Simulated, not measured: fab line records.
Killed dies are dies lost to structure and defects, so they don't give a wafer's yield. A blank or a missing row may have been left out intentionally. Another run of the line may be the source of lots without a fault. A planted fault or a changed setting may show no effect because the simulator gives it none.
What tool caused it? | flow gf180mcu | 12 lots (36 wafers sampled), 1 step of a 602-step route

WHAT EACH GAUGE READ, for each wafer
GF_VT_IMPLANT_RS_MEAS_48: uses a four-point probe to measure.
lot  | measured     | on            | LVPWELL_RS (ohm/sq)
L075 | day 7 17:22  | film-metro-04 | 1205.1 1204.6 1200.6
L077 | day 8 10:22  | film-metro-03 | 1204.0 1203.0 1203.3
L079 | day 8 22:52  | film-metro-03 | 1207.6 1207.8 1204.9
L081 | day 9 17:13  | film-metro-04 | 1203.7 1207.3 1203.6
L082 | day 10 01:42 | film-metro-01 | 1198.9 1197.6 1197.7
L085 | day 11 01:52 | film-metro-01 | 1202.8 1206.0 1205.3
L087 | day 11 09:46 | film-metro-01 | 1197.7 1197.6 1197.0
L089 | day 12 01:47 | film-metro-03 | 1204.3 1203.0 1204.3
L091 | day 12 08:38 | film-metro-04 | 1203.7 1203.9 1202.8
L093 | day 12 19:34 | film-metro-01 | 1204.5 1204.6 1203.3
L095 | day 13 11:58 | film-metro-03 | 1202.2 1202.7 1202.9
L097 | day 14 01:47 | film-metro-03 | 1203.0 1200.9 1199.3

WHAT TOOL EACH LOT RAN ON (gives the tool, then ch and the chambers of the sampled wafers, and finally the start)
No process step before these readings appears in the record.

THE ANSWER, worked out from the rows above alone
Rule: the usual values come from the lots themselves. Put in order of their means at a reading, lots are off if they are a third of the lots or fewer, leave a main group of 4 or more, and stand apart from it by a gap of 3 or more times the standard deviation of the main group's means; of several such gaps the widest counts. If all means in a main group match to the digits the tables above print for the reading, that group is not used. A lot without any number at a reading at which 4 lots or more have one is off too. The other lots that the step has rows for count as sound.
No lot is off at any reading shown: from this, nothing can be told.

WHAT WAS PUT IN BY THE SIMULATOR
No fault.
